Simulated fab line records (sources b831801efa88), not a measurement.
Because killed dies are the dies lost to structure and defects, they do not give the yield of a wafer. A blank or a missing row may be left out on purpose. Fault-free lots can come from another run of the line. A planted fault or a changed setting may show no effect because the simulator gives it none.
Lot-split experiment :: flow sfq_line :: 5 lots, 23 wafers read, on a route of 325 steps

== SPLIT DETAILS ==
At SFQ_TRILAYER_M7_LITHO_COAT_177 (resist thk 600 nm), the setting spin_rpm was moved away from the recipe's 3000 rpm on 7 of the 23 wafers read, by -2.3% to +3.4%. For the rest of the wafers, this setting stayed at what the recipe calls for.

The reading comes from the split's own step.

== THE READING ==
KrF_of_TRILAYER_M7_LITHO_COAT_177.thk_nm (the simulator's own value, which no gauge read), in nm, at SFQ_TRILAYER_M7_LITHO_COAT_177 (resist thk 600 nm). The file does not state a usual value for it. The 16 wafers here that ran the recipe average 600.0 nm, standard deviation 1.5 nm.

wafer: L076.1
tool, chamber at the split: litho_track-04, 0
spin_rpm as run, rpm: 3101
against the recipe: +3.4%
KrF_of_TRILAYER_M7_LITHO_COAT_177.thk_nm, nm: 590.2
against lot-mates on the recipe: -12.1

wafer: L076.2
tool, chamber at the split: litho_track-04, 0
spin_rpm as run, rpm: 3101
against the recipe: +3.4%
KrF_of_TRILAYER_M7_LITHO_COAT_177.thk_nm, nm: 592.6
against lot-mates on the recipe: -9.7

wafer: L076.3
tool, chamber at the split: litho_track-04, 0
spin_rpm as run, rpm: 3101
against the recipe: +3.4%
KrF_of_TRILAYER_M7_LITHO_COAT_177.thk_nm, nm: 591.2
against lot-mates on the recipe: -11.1

wafer: L076.5
tool, chamber at the split: litho_track-04, 0
spin_rpm as run, rpm: 3000
against the recipe: recipe
KrF_of_TRILAYER_M7_LITHO_COAT_177.thk_nm, nm: 603.3
against lot-mates on the recipe: -

wafer: L076.6
tool, chamber at the split: litho_track-04, 0
spin_rpm as run, rpm: 3000
against the recipe: recipe
KrF_of_TRILAYER_M7_LITHO_COAT_177.thk_nm, nm: 601.4
against lot-mates on the recipe: -

wafer: L077.1
tool, chamber at the split: litho_track-03, 0
spin_rpm as run, rpm: 2931
against the recipe: -2.3%
KrF_of_TRILAYER_M7_LITHO_COAT_177.thk_nm, nm: 605.1
against lot-mates on the recipe: +4.9

wafer: L077.3
tool, chamber at the split: litho_track-03, 0
spin_rpm as run, rpm: 3000
against the recipe: recipe
KrF_of_TRILAYER_M7_LITHO_COAT_177.thk_nm, nm: 598.6
against lot-mates on the recipe: -

wafer: L077.4
tool, chamber at the split: litho_track-03, 0
spin_rpm as run, rpm: 3000
against the recipe: recipe
KrF_of_TRILAYER_M7_LITHO_COAT_177.thk_nm, nm: 601.1
against lot-mates on the recipe: -

wafer: L077.5
tool, chamber at the split: litho_track-03, 0
spin_rpm as run, rpm: 2931
against the recipe: -2.3%
KrF_of_TRILAYER_M7_LITHO_COAT_177.thk_nm, nm: 606.8
against lot-mates on the recipe: +6.6

wafer: L077.6
tool, chamber at the split: litho_track-03, 0
spin_rpm as run, rpm: 3000
against the recipe: recipe
KrF_of_TRILAYER_M7_LITHO_COAT_177.thk_nm, nm: 601
against lot-mates on the recipe: -

wafer: L079.1
tool, chamber at the split: litho_track-03, 0
spin_rpm as run, rpm: 3000
against the recipe: recipe
KrF_of_TRILAYER_M7_LITHO_COAT_177.thk_nm, nm: 600.3
against lot-mates on the recipe: -

wafer: L079.3
tool, chamber at the split: litho_track-03, 0
spin_rpm as run, rpm: 3000
against the recipe: recipe
KrF_of_TRILAYER_M7_LITHO_COAT_177.thk_nm, nm: 600.5
against lot-mates on the recipe: -

wafer: L079.4
tool, chamber at the split: litho_track-03, 0
spin_rpm as run, rpm: 3000
against the recipe: recipe
KrF_of_TRILAYER_M7_LITHO_COAT_177.thk_nm, nm: 598.9
against lot-mates on the recipe: -

wafer: L079.5
tool, chamber at the split: litho_track-03, 0
spin_rpm as run, rpm: 3000
against the recipe: recipe
KrF_of_TRILAYER_M7_LITHO_COAT_177.thk_nm, nm: 599.7
against lot-mates on the recipe: -

wafer: L079.6
tool, chamber at the split: litho_track-03, 0
spin_rpm as run, rpm: 3000
against the recipe: recipe
KrF_of_TRILAYER_M7_LITHO_COAT_177.thk_nm, nm: 599.8
against lot-mates on the recipe: -

wafer: L081.1
tool, chamber at the split: litho_track-03, 0
spin_rpm as run, rpm: 3000
against the recipe: recipe
KrF_of_TRILAYER_M7_LITHO_COAT_177.thk_nm, nm: 598.9
against lot-mates on the recipe: -

wafer: L081.3
tool, chamber at the split: litho_track-03, 0
spin_rpm as run, rpm: 3000
against the recipe: recipe
KrF_of_TRILAYER_M7_LITHO_COAT_177.thk_nm, nm: 598.2
against lot-mates on the recipe: -

wafer: L081.4
tool, chamber at the split: litho_track-03, 0
spin_rpm as run, rpm: 3000
against the recipe: recipe
KrF_of_TRILAYER_M7_LITHO_COAT_177.thk_nm, nm: 596.5
against lot-mates on the recipe: -

wafer: L083.1
tool, chamber at the split: litho_track-02, 0
spin_rpm as run, rpm: 3089
against the recipe: +3.0%
KrF_of_TRILAYER_M7_LITHO_COAT_177.thk_nm, nm: 590.7
against lot-mates on the recipe: -9.8

wafer: L083.2
tool, chamber at the split: litho_track-02, 0
spin_rpm as run, rpm: 3000
against the recipe: recipe
KrF_of_TRILAYER_M7_LITHO_COAT_177.thk_nm, nm: 600.6
against lot-mates on the recipe: -

wafer: L083.3
tool, chamber at the split: litho_track-02, 0
spin_rpm as run, rpm: 3000
against the recipe: recipe
KrF_of_TRILAYER_M7_LITHO_COAT_177.thk_nm, nm: 599.8
against lot-mates on the recipe: -

wafer: L083.4
tool, chamber at the split: litho_track-02, 0
spin_rpm as run, rpm: 3000
against the recipe: recipe
KrF_of_TRILAYER_M7_LITHO_COAT_177.thk_nm, nm: 601.2
against lot-mates on the recipe: -

wafer: L083.6
tool, chamber at the split: litho_track-02, 0
spin_rpm as run, rpm: 3089
against the recipe: +3.0%
KrF_of_TRILAYER_M7_LITHO_COAT_177.thk_nm, nm: 591.7
against lot-mates on the recipe: -8.8

FIT RESULTS
A straight line over all 23 wafers: KrF_of_TRILAYER_M7_LITHO_COAT_177.thk_nm changes by -2.68 nm for each +1% of spin_rpm; r = -0.95; the points scatter about the line by 1.4 nm.
The same after taking each lot's own level away (the mean of its wafers on the recipe; 23 wafers): -3.06 nm for each +1%; r = -0.98; scatter 0.98 nm.
That fit puts the effect of the largest move of spin_rpm on the reading at 10 nm.
Measured against the standard deviation above, the lots' own levels, which go from 597.87 to 602.35 nm, span 2.9 times it.
Thus the slope moves with the lot-to-lot level: the two fits are different.
Check: with one of the wafers moved furthest among these (+3.4%) left out of the fit, the line predicts -10.2 nm for it against its lot-mates. It came out at -12.1 nm against them.

== THE OTHER SPLITS THESE WAFERS WENT THROUGH ==
These wafers also went through other splits before the reading. Each is held against what the fit with the lots' levels taken away leaves over:
other split on the same wafers: SFQ_TRILAYER_JJ_CE_LITHO_PEB_117 peb_temp_c
wafers away from the commonest value: 8
r with KrF_of_TRILAYER_M7_LITHO_COAT_177.thk_nm (lot level and that fit taken away): +0.14

other split on the same wafers: SFQ_TRILAYER_R5_LITHO_COAT_141 spin_rpm
wafers away from the commonest value: 9
r with KrF_of_TRILAYER_M7_LITHO_COAT_177.thk_nm (lot level and that fit taken away): +0.28

other split on the same wafers: SFQ_TRILAYER_R5_LITHO_PEB_139 peb_time_s
wafers away from the commonest value: 9
r with KrF_of_TRILAYER_M7_LITHO_COAT_177.thk_nm (lot level and that fit taken away): -0.06

other split on the same wafers: SFQ_TRILAYER_A5C_DEP_PECVD_142 time_s
wafers away from the commonest value: 11
r with KrF_of_TRILAYER_M7_LITHO_COAT_177.thk_nm (lot level and that fit taken away): +0.39

other split on the same wafers: SFQ_TRILAYER_I5_LITHO_EXPOSE_145 dose_mj
wafers away from the commonest value: 7
r with KrF_of_TRILAYER_M7_LITHO_COAT_177.thk_nm (lot level and that fit taken away): -0.63

other split on the same wafers: SFQ_TRILAYER_C5_BARC_OPEN_VIA_ETCH_210 bias_w
wafers away from the commonest value: 5
r with KrF_of_TRILAYER_M7_LITHO_COAT_177.thk_nm (lot level and that fit taken away): +0.14

other split on the same wafers: SFQ_TRILAYER_M6_LITHO_COAT_159 spin_rpm
wafers away from the commonest value: 8
r with KrF_of_TRILAYER_M7_LITHO_COAT_177.thk_nm (lot level and that fit taken away): +0.13

other split on the same wafers: SFQ_TRILAYER_I6_VIA_LITHO_COAT_174 spin_rpm
wafers away from the commonest value: 8
r with KrF_of_TRILAYER_M7_LITHO_COAT_177.thk_nm (lot level and that fit taken away): +0.05

other split on the same wafers: SFQ_TRILAYER_I6_VIA_ETCH_VIA_ETCH_172 source_w
wafers away from the commonest value: 8
r with KrF_of_TRILAYER_M7_LITHO_COAT_177.thk_nm (lot level and that fit taken away): +0.05

== THE FILE'S OWN FIT ==
KrF_of_TRILAYER_M7_LITHO_COAT_177.thk_nm changes by -3.07 nm for each +1% of spin_rpm, r = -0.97.
